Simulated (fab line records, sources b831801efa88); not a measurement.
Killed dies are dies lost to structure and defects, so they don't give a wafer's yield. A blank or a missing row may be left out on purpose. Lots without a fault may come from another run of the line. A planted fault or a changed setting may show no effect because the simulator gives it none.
One fault seen from 2 desks | flow gf180mcu | each desk has only its own numbers; what lay behind them comes last

THE TOOL OWNER'S DESK: litho_track-04
The tool's own readings at GF_M1_SOFTBAKE_10 (time 60 s): means of the sampled wafers that have a number, for each lot that ran on this tool. A lot is out of limits, marked OUT, if its mean lies more than 4 standard deviations from the usual mean; the brackets give that distance.
Columns: A = chill_plate_temp_C at GF_M1_SOFTBAKE_10, usual 23.00 C; B = exhaust_pa at GF_M1_SOFTBAKE_10, usual 45.0 Pa; C = run_length_s at GF_M1_SOFTBAKE_10, usual 89.10 s
lot  | first seen here | A     | B    | C
L406 | day 17 23:43    | 23.01 | 45.1 | 89.14
L407 | day 18 14:41    | 23.13 | 44.6 | 89.01
L413 | day 20 16:49    | 22.96 | 46.1 | 89.05
L417 | day 22 05:52    | 22.84 | 45.4 | 91.14 (+11) OUT
This desk's finding: out of limits on L417; first on L417, day 22 05:52 (run_length_s at GF_M1_SOFTBAKE_10). In limits: L406, L407, L413.

THE METROLOGY DESK
What the gauges read, lot by lot, whatever tool the lot ran on: means of the sampled wafers that have a number. A lot is out of limits, marked OUT, if its mean lies more than 4 standard deviations from the usual mean; the brackets give that distance.
Columns: A = PASSIVATION_BOW at GF_PASSIVATION_BOW_MEAS_14, usual 134 um
lot  | first seen here | A
L402 | day 29 06:37    | 145
L403 | day 29 13:44    | 138
L406 | day 30 05:24    | 125
L407 | day 30 16:48    | 148
L409 | day 31 12:24    | 131
L411 | day 31 17:12    | 158
L412 | day 32 01:07    | 132
L413 | day 32 04:14    | 129
L415 | day 32 19:42    | 126
L417 | day 33 07:01    | 135
L421 | day 34 06:56    | 127
L423 | day 34 12:33    | 129
L425 | day 34 23:28    | 146
This desk's finding: nothing out of limits on any of the 13 lots.

PUT TOGETHER
The tool owner's desk could have raised an alarm at day 22 05:52, on L417.
The metrology desk saw nothing out of limits.
The metrology desk has L417 on record, within its limits.
Of the lots named, all ran GF_M1_SOFTBAKE_10 on litho_track-04.

WHAT THE SIMULATOR HAD PUT IN
Process parameter drift: litho_track-04, from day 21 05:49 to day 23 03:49, at GF_M1_SOFTBAKE_10. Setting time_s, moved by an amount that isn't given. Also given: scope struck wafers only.
Lots struck among those shown: L417.
Hours from the fault's start to each desk's first reading out of limits: the tool owner's desk, 24.
